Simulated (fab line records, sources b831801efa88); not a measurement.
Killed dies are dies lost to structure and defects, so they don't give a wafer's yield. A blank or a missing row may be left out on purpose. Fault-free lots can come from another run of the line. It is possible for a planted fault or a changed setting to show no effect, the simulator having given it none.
A lot that was struck, set against a sound lot -- flow sky130 -- 15 out of 708 route steps
Sound: wafers L328.2, L328.4, L328.6. The struck wafers were L340.3, L340.4, L340.6. The cause is given at the end.
Each step with rows lists, per side, the tool, then ch with its chambers, then its first start. Under that, the readings that differ: sound wafers -- struck wafers -- difference of the means -- sigmas: that difference in standard deviations of wafers without a fault.
alike: words and numbers the same on both sides, and readings whose means are apart by under 2 such deviations; not compared: readings that were withheld, readings missing a value for some wafer, numbers with overlapping values and no deviation given by the record, and bounds like >300 which may hide the same value.
The two part at a step that has a row with sigmas, a row that says differs or no value, or rows on one side only. Numbers that have no deviation but don't overlap get no sigmas and don't part them. A reading missing from all wafers of one side parts the sides only when that side holds two or more wafers.

first, 5 steps without rows for these wafers: SKY_SONOS_TUNNEL_COAT_02 (resist thk 1140 nm); SKY_SONOS_TUNNEL_SOFTBAKE_03 (time 60 s); SKY_SONOS_TUNNEL_EXPOSE_04 (exposes mask TUNM, target cd 410 nm); SKY_SONOS_TUNNEL_PEB_05; SKY_SONOS_TUNNEL_DEVELOP_06 (develop time 60 s).
SKY_SONOS_TUNNEL_CD_MEAS_07 targets a cd of 410 nm.
  sound on cd sem-02 at day 12 12:41; struck on cd sem-01 at day 17 10:22
  alike: cd nm
SKY_SONOS_TUNNEL_OVL_MEAS_08:
  sound on overlay-01 at day 12 12:47; struck on overlay-02 at day 17 10:28
  alike: SONOS_TUNNEL_OVL
then, 3 steps without rows for these wafers: SKY_SONOS_TUNNEL_IMPLANT_09; SKY_SONOS_TUNNEL_WET_ETCH_10 (etches SiO2 in dHF, target depth 14 nm, time 280 s); SKY_SONOS_TUNNEL_STRIP_11 (strips in SPM, time 600 s).
SKY_SONOS_TUNNEL_TW_MEAS_12:
  sound on film metro-01 at day 12 13:20; struck on film metro-04 at day 17 10:57
  alike: SONOS_TUNNEL_TW
then, 1 step without rows for these wafers: SKY_SONOS_TUNNEL_CLEAN_13 (cleans in dHF, time 20 s).
SKY_SONOS_ONO_OXIDATION_00: stabilise 600 s, purge 300 s, target thk 2.6 nm.
  sound on furnace-01 ch 0, day 12 14:04; struck on furnace-02 ch 0, day 17 11:08
reading,sound,struck,difference,sigmas
model.SiO2_of_SONOS_ONO_OXIDATION_00.thk nm (nm),2.528 2.576 2.531,3.031 2.967 2.986,+0.450,
  alike: spike tc centre C, spike tc top C, zone power centre pct
SKY_SONOS_ONO_THK_MEAS_01:
  sound on film metro-03 at day 12 15:25; struck on film metro-02 at day 17 12:43
reading,sound,struck,difference,sigmas
SONOS_ONO_OXIDATION_THK (nm),2.56 2.61 2.46,3.02 2.92 3.01,+0.44,+8
  not compared: hold
-- a jump in the record: the struck wafers' starts before and after are 32 days apart (it breaks off in module SONOS_ONO and resumes in module PAD_OPEN, where the first step shown is number 708 of the route) --
SKY_PAD_OPEN_PROBE_99:
  sound on prober-01 at day 46 17:23; struck on prober-01 at day 49 19:59
reading,sound,struck,difference,sigmas
model.etest.sonos erased.drive ua um,192.5 203.2 198.8,136.4 165.1 147.4,-48.5,
model.etest.cap ono.gate log10 a cm2,-7.825 -7.816 -7.834,-8.389 -8.242 -8.36,-0.505,
model.etest.cap ono.gate bv v (V),16 16.05 16.3,16.8 16.58 16.76,+0.6,
model.etest.sonos erased.vt v (V),-2.338 -2.328 -2.339,-1.792 -1.927 -1.858,+0.476,
model.etest.cap ono.tox acc nm (nm),12.73 12.77 12.74,13.19 13.17 13.18,+0.43,
model.etest.sonos programmed.vt v (V),1.504 1.519 1.507,1.343 1.347 1.336,-0.168,
model.etest.sonos baked.vt less v (V),-0.5413 -0.5324 -0.4994,-0.3601 -0.3831 -0.3599,+0.1567,
  alike: killed_at_M0_to_M3, killed_at_M4_up, killed at contacts, killed at front end, killed at other, killed dies, killed open, killed short

== WHERE THEY PART ==
Within this record, at SKY_SONOS_ONO_THK_MEAS_01 only. Later steps at which nothing parts them and some readings are alike: SKY_PAD_OPEN_PROBE_99.

WHY: what had been put in by the simulator
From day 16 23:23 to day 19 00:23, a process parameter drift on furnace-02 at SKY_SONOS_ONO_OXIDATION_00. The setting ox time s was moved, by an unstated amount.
